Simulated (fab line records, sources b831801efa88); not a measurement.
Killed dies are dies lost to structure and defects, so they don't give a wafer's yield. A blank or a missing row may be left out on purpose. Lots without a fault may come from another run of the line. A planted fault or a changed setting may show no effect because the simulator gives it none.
Which tool did it? | flow gf180mcu | 24 lots, 72 wafers sampled, at 5 steps of a route of 602

WHAT THE GAUGES READ, wafer by wafer
GF_VT_IMPLANT_OVL_MEAS_18. Usual: VT_IMPLANT_01_OVL -0.2 nm, standard deviation 1.4.
lot  | measured     | on         | VT_IMPLANT_01_OVL (nm) | flag
L074 | day 6 05:31  | overlay-01 | -0.4 0.6 1.7           |
L075 | day 6 11:50  | overlay-02 | 1.8 -0.6 0.5           |
L076 | day 6 17:58  | overlay-02 | -0.2 0.9 -0.2          |
L077 | day 7 01:50  | overlay-02 | -0.4 -1.2 -2.7         |
L078 | day 7 08:19  | overlay-02 | -0.6 1.2 0.7           |
L079 | day 7 13:19  | overlay-02 | -0.4 1.1 0.1           |
L080 | day 7 20:23  | overlay-01 | 2.1 0.3 2.1            |
L081 | day 8 03:22  | overlay-01 | -2.2 -2.4 -0.8         |
L082 | day 8 11:47  | overlay-01 | -1.3 -1.5 -0.1         |
L083 | day 8 15:16  | overlay-01 | -0.3 -0.2 0.8          |
L084 | day 8 21:11  | overlay-02 | -0.2 0.0 -0.6          |
L085 | day 9 00:41  | overlay-01 | -1.3 0.8 0.5           |
L086 | day 9 08:16  | overlay-02 | 1.0 0.1 0.0            |
L087 | day 9 14:14  | overlay-02 | -0.6 0.6 0.9           |
L088 | day 10 04:53 | overlay-01 | 0.9 -0.7 2.3           |
L089 | day 10 11:58 | overlay-02 | 1.9 1.8 -0.7           |
L090 | day 10 13:32 | overlay-01 | -3.0 -3.4 -0.8         |
L091 | day 10 18:46 | overlay-01 | 0.6 1.7 0.6            |
L092 | day 11 04:13 | overlay-01 | 0.6 -2.1 1.0           |
L093 | day 11 11:43 | overlay-02 | 2.4 0.1 1.5            |
L094 | day 11 15:46 | overlay-01 | -2.0 0.1 -0.2          |
L095 | day 12 00:56 | overlay-01 | -2.1 -1.1 -1.7         |
L096 | day 12 01:10 | overlay-01 | 0.9 1.3 0.0            |
L097 | day 12 06:49 | overlay-02 | -1.9 -2.7 -1.0         |

GF_CONTACT_OVL_MEAS_15. Usual: CONTACT_OVL 0 nm, standard deviation 5.
lot  | measured     | on         | CONTACT_OVL (nm) | flag
L074 | day 15 21:59 | overlay-02 | -5 -4 -6         |
L075 | day 16 11:32 | overlay-01 | -7 -10 -6        |
L076 | day 16 20:49 | overlay-01 | -2 2 1           |
L077 | day 17 05:09 | overlay-01 | 8 5 2            |
L078 | day 17 16:35 | overlay-01 | 3 5 2            |
L079 | day 18 01:08 | overlay-02 | 2 1 4            |
L080 | day 18 09:41 | overlay-02 | -6 1 -4          |
L081 | day 18 20:38 | overlay-01 | 0 -5 -2          |
L082 | day 19 03:02 | overlay-01 | -1 -4 -3         |
L083 | day 19 18:26 | overlay-02 | -6 -4 -5         |
L084 | day 19 21:05 | overlay-01 | -1 2 0           |
L085 | day 19 23:59 | overlay-01 | -9 -10 -5        |
L086 | day 20 12:50 | overlay-01 | -2 18 4          |
L087 | day 21 00:06 | overlay-02 | -3 -3 0          |
L088 | day 21 19:38 | overlay-02 | -2 -3 -4         |
L089 | day 21 23:38 | overlay-02 | 4 5 1            |
L090 | day 22 02:26 | overlay-02 | 0 -3 1           |
L091 | day 22 07:53 | overlay-02 | 1 -3 4           |
L092 | day 22 19:28 | overlay-01 | -4 -2 -5         |
L093 | day 23 09:50 | overlay-02 | -5 4 3           |
L094 | day 23 09:09 | overlay-02 | 1 8 1            |
L095 | day 23 22:59 | overlay-01 | 2 0 -2           |
L096 | day 23 23:38 | overlay-02 | 2 2 3            |
L097 | day 24 03:35 | overlay-02 | -4 -8 -9         |

GF_M3_THK_MEAS_06: measures by xrf. Usual: M3_ALCU_THK 451 nm, standard deviation 7.1.
lot  | measured     | on            | M3_ALCU_THK (nm) | flag
L074 | day 20 04:42 | film_metro-01 | 465 461 458      |
L075 | day 20 19:34 | film_metro-01 | 454 450 450      |
L076 | day 21 03:37 | film_metro-01 | 443 450 448      |
L077 | day 21 12:59 | film_metro-04 | 446 436 435      |
L078 | day 22 00:34 | film_metro-04 | 454 447 451      |
L079 | day 22 09:58 | film_metro-04 | 462 450 455      |
L080 | day 22 17:37 | film_metro-04 | 444 443 441      |
L081 | day 23 03:39 | film_metro-02 | 450 464 463      |
L082 | day 23 08:52 | film_metro-01 | 448 451 446      |
L083 | day 24 00:40 | film_metro-01 | 452 446 452      |
L084 | day 24 02:28 | film_metro-04 | 456 452 442      |
L085 | day 24 05:57 | film_metro-02 | 452 446 452      |
L086 | day 24 16:41 | film_metro-01 | 452 456 446      |
L087 | day 25 03:35 | film_metro-01 | 441 437 442      |
L088 | day 25 20:52 | film_metro-04 | 446 455 442      |
L089 | day 26 01:47 | film_metro-04 | 447 447 451      |
L090 | day 26 03:16 | film_metro-04 | 456 452 453      |
L091 | day 26 08:56 | film_metro-02 | 463 447 467      |
L092 | day 26 18:47 | film_metro-01 | 461 454 456      |
L093 | day 27 07:41 | film_metro-04 | 448 452 441      |
L094 | day 27 05:59 | film_metro-02 | 459 471 456      |
L095 | day 27 18:07 | film_metro-01 | 452 457 455      |
L096 | day 27 19:37 | film_metro-04 | 447 451 452      |
L097 | day 27 23:01 | film_metro-04 | 449 457 451      |

WHICH TOOL RAN EACH LOT (tool, then ch and the chambers of the sampled wafers, then the start)
lot  | GF_POLY_GATE_ETCH_13             | GF_M1_METAL_ETCH_16
L074 | rie_si-01 ch 1,3, day 9 03:50    | rie_metal-01 ch 0,1, day 16 22:16
L075 | rie_si-01 ch 0,1,3, day 9 10:59  | rie_metal-01 ch 0,1, day 17 12:25
L076 | rie_si-01 ch 0,2,3, day 9 18:05  | rie_metal-03 ch 0,1, day 17 20:52
L077 | rie_si-02 ch 1,2,3, day 10 02:31 | rie_metal-03 ch 0,1, day 18 06:09
L078 | rie_si-01 ch 2,3, day 10 11:22   | rie_metal-03 ch 0,1, day 18 17:55
L079 | rie_si-01 ch 0,1,2, day 10 15:26 | rie_metal-02 ch 0,1, day 19 03:25
L080 | rie_si-01 ch 0,1,2, day 11 00:11 | rie_metal-02 ch 0,1, day 19 11:22
L081 | rie_si-02 ch 1,2,3, day 11 08:32 | rie_metal-02 ch 0,1, day 19 23:06
L082 | rie_si-02 ch 1,2,3, day 11 15:08 | rie_metal-01 ch 0,1, day 20 04:55
L083 | rie_si-01 ch 0,1, day 11 23:53   | rie_metal-01 ch 0, day 20 20:01
L084 | rie_si-01 ch 0,1, day 12 03:44   | rie_metal-02 ch 0,1, day 20 22:50
L085 | rie_si-02 ch 1,2,3, day 12 07:47 | rie_metal-01 ch 0,1, day 21 02:06
L086 | rie_si-01 ch 1,2,3, day 12 16:05 | rie_metal-02 ch 0,1, day 21 14:23
L087 | rie_si-01 ch 1,2,3, day 12 22:50 | rie_metal-02 ch 0,1, day 22 01:24
L088 | rie_si-02 ch 0,1, day 13 18:46   | rie_metal-03 ch 0,1, day 22 19:53
L089 | rie_si-02 ch 1,2, day 13 23:23   | rie_metal-03 ch 0,1, day 23 00:37
L090 | rie_si-02 ch 0,2,3, day 14 02:11 | rie_metal-02 ch 0,1, day 23 02:46
L091 | rie_si-01 ch 0,1, day 14 05:41   | rie_metal-02 ch 0,1, day 23 08:31
L092 | rie_si-02 ch 1,3, day 14 17:58   | rie_metal-01 ch 0,1, day 23 20:13
L093 | rie_si-01 ch 1,2,3, day 15 03:31 | rie_metal-03 ch 0,1, day 24 10:07
L094 | rie_si-01 ch 2,3, day 15 06:13   | rie_metal-01 ch 0,1, day 24 09:25
L095 | rie_si-02 ch 0,1,3, day 15 17:43 | rie_metal-03 ch 0,1, day 24 22:23
L096 | rie_si-01 ch 1,2,3, day 15 19:10 | rie_metal-02 ch 0, day 24 23:05
L097 | rie_si-02 ch 0,1,3, day 16 00:16 | rie_metal-03 ch 0,1, day 25 03:08
- GF_POLY_GATE_ETCH_13: etches poly-Si in HBr/Cl2, stops on SiO2, target depth 198.5 nm, time 69.6 s.
- GF_M1_METAL_ETCH_16: etches the open film in Cl2/BCl3, stops on SiO2, target depth 627.5 nm, time 104.6 s.

WHAT THE TOOLS THEMSELVES READ (means of the sampled wafers that have a number; where no wafer has one, the mark that the record gives instead)
GF_POLY_GATE_ETCH_13. Usual: drypump_motor_current_A 5.7 A, standard deviation 0.32; oes_product_au 0.986 a.u., standard deviation 0.0095; throttle_valve_pct 33.685 %, standard deviation 0.0082.
lot  | tool      | drypump_motor_current_A (A) | oes_product_au (a.u.) | throttle_valve_pct (%) | flag
L074 | rie_si-01 | 5.5                         | 0.989                 | 33.689                 |
L075 | rie_si-01 | 5.5                         | 0.988                 | 33.686                 |
L076 | rie_si-01 | 5.7                         | 0.992                 | 33.675                 |
L077 | rie_si-02 | 5.8                         | 0.986                 | 33.689                 |
L078 | rie_si-01 | 5.7                         | 0.985                 | 33.689                 |
L079 | rie_si-01 | 5.8                         | 0.988                 | 33.675                 |
L080 | rie_si-01 | 5.8                         | 0.991                 | 33.684                 |
L081 | rie_si-02 | 5.8                         | 0.984                 | 33.682                 |
L082 | rie_si-02 | 5.8                         | 0.986                 | 33.680                 |
L083 | rie_si-01 | 5.7                         | 0.986                 | 33.689                 |
L084 | rie_si-01 | 5.6                         | 0.992                 | 33.685                 |
L085 | rie_si-02 | 5.8                         | 0.985                 | 33.680                 |
L086 | rie_si-01 | 5.8                         | 0.977                 | 33.684                 |
L087 | rie_si-01 | 5.8                         | 0.987                 | 33.687                 |
L088 | rie_si-02 | 5.6                         | 0.989                 | 33.687                 |
L089 | rie_si-02 | 5.9                         | 0.985                 | 33.683                 |
L090 | rie_si-02 | 5.8                         | 0.990                 | 33.685                 |
L091 | rie_si-01 | 5.6                         | 0.988                 | 33.689                 |
L092 | rie_si-02 | 5.7                         | 0.999                 | 33.691                 |
L093 | rie_si-01 | 5.8                         | 0.986                 | 33.680                 |
L094 | rie_si-01 | 6.1                         | 0.982                 | 33.690                 |
L095 | rie_si-02 | 5.6                         | 0.993                 | 33.691                 |
L096 | rie_si-01 | 5.8                         | 0.991                 | 33.691                 |
L097 | rie_si-02 | 5.6                         | 0.994                 | 33.683                 |

GF_M1_METAL_ETCH_16. Usual: bcl3_flow_sccm 40.02 sccm, standard deviation 0.13; drypump_motor_current_A 5.9 A, standard deviation 0.31; oes_product_au 0.973 a.u., standard deviation 0.0064; throttle_valve_pct 28.250 %, standard deviation 0.01.
lot  | tool         | bcl3_flow_sccm (sccm) | drypump_motor_current_A (A) | oes_product_au (a.u.) | throttle_valve_pct (%) | flag
L074 | rie_metal-01 | 40.06                 | 6.3                         | 0.972                 | 28.248                 |
L075 | rie_metal-01 | 39.99                 | 6.2                         | 0.967                 | 28.253                 |
L076 | rie_metal-03 | 40.14                 | 5.5                         | 0.967                 | 28.244                 |
L077 | rie_metal-03 | 39.91                 | 5.5                         | 0.972                 | 28.238                 |
L078 | rie_metal-03 | 40.20                 | 5.7                         | 0.966                 | 28.260                 |
L079 | rie_metal-02 | 40.01                 | 5.9                         | 0.973                 | 28.249                 |
L080 | rie_metal-02 | 39.95                 | 5.8                         | 0.973                 | 28.256                 |
L081 | rie_metal-02 | 40.10                 | 5.8                         | 0.975                 | 28.247                 |
L082 | rie_metal-01 | 39.88                 | 6.3                         | 0.965                 | 28.255                 |
L083 | rie_metal-01 | 39.89                 | 6.4                         | 0.976                 | 28.250                 |
L084 | rie_metal-02 | 40.01                 | 5.8                         | 0.970                 | 28.246                 |
L085 | rie_metal-01 | 39.97                 | 6.2                         | 0.968                 | 28.258                 |
L086 | rie_metal-02 | 40.00                 | 5.9                         | 0.978                 | 28.249                 |
L087 | rie_metal-02 | 39.92                 | 5.9                         | 0.976                 | 28.254                 |
L088 | rie_metal-03 | 40.12                 | 5.5                         | 0.976                 | 28.251                 |
L089 | rie_metal-03 | 40.04                 | 5.5                         | 0.974                 | 28.249                 |
L090 | rie_metal-02 | 40.02                 | 5.8                         | 0.969                 | 28.250                 |
L091 | rie_metal-02 | 39.93                 | 5.8                         | 0.968                 | 28.251                 |
L092 | rie_metal-01 | 40.12                 | 6.2                         | 0.976                 | 28.245                 |
L093 | rie_metal-03 | 39.98                 | 5.5                         | 0.979                 | 28.245                 |
L094 | rie_metal-01 | 40.19                 | 6.3                         | 0.976                 | 28.240                 |
L095 | rie_metal-03 | 40.10                 | 5.7                         | 0.978                 | 28.248                 |
L096 | rie_metal-02 | 40.23                 | 6.0                         | 0.975                 | 28.251                 |
L097 | rie_metal-03 | 39.95                 | 5.7                         | 0.974                 | 28.257                 |

THE ANSWER, worked out from the rows above alone
Rule: a lot is off if the mean of its wafers that have a number lies more than 3 standard deviations from the usual mean. A lot without any number at a reading at which 4 lots or more have one is off too. The other lots that the step has rows for count as sound. The gauges are gone through in route order, then the tools' own readings, and for those a lot's mean is taken as printed above. The first step at which some lot is off is used, and at that step the reading that is off furthest; a lot without a number counts as furthest.
No lot is off at any reading shown: from this, nothing can be told.

WHAT THE SIMULATOR HAD PUT IN
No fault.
